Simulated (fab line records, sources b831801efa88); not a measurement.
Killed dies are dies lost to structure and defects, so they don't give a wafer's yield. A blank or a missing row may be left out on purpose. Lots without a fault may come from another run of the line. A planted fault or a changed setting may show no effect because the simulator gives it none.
Chamber matching | flow sky130 | SKY_FIELD_ISO_ETCH_17 on rie_si-02: 4 sister chambers
The step etches Si in HBr/Cl2/O2, target depth 342 nm, time 97.7 s. 8 wafers are shown with their chamber, then 9 later ones without.

WAFERS WITH THEIR CHAMBER
wafer  | chamber | drypump_motor_current_A (A) | oes_product_au (a.u.)
L507.2 | 0       | 5.4                         | 0.999
L507.4 | 3       | 6.1                         | 0.980
L510.1 | 2       | 4.7                         | 0.994
L510.3 | 3       | 6.1                         | 0.983
L510.5 | 1       | 5.0                         | 1.006
L514.3 | 2       | 4.7                         | 0.991
L514.4 | 1       | 4.9                         | 1.006
L514.6 | 0       | 5.4                         | 1.008

WAFERS WITHOUT THEIR CHAMBER
wafer  | drypump_motor_current_A (A) | oes_product_au (a.u.)
L521.3 | 6.2                         | 1.000
L521.4 | 4.7                         | 0.998
L521.5 | 6.2                         | 0.995
L522.1 | 5.0                         | 1.012
L522.3 | 5.4                         | 1.004
L522.6 | 5.4                         | 1.016
L524.1 | 4.7                         | 0.998
L524.2 | 4.9                         | 1.003
L524.3 | 5.4                         | 0.998

WHICH CHAMBER EACH WENT THROUGH
wafer  | from the rows above | in truth
L521.3 | 3                   | 3
L521.4 | 2                   | 2
L521.5 | 3                   | 3
L522.1 | 1                   | 1
L522.3 | 0                   | 0
L522.6 | 0                   | 0
L524.1 | 2                   | 2
L524.2 | 1                   | 1
L524.3 | 0                   | 0
Placed correctly: 9 of 9. Can't be placed from these rows: 0. Placed wrongly: 0.
How it was worked out, from the rows above alone: a wafer's distance from a chamber is the root of the sum, over the readings, of the square of ((its reading less the chamber's mean) divided by the reading's scatter). The wafer belongs to the nearest chamber; if the next one is less than 2 further off, it can't be placed. A chamber's mean is the mean of its shown wafers. The scatter: the root of (the sum of the squares of (reading less its chamber's mean) over the shown wafers, divided by (wafers less chambers)).
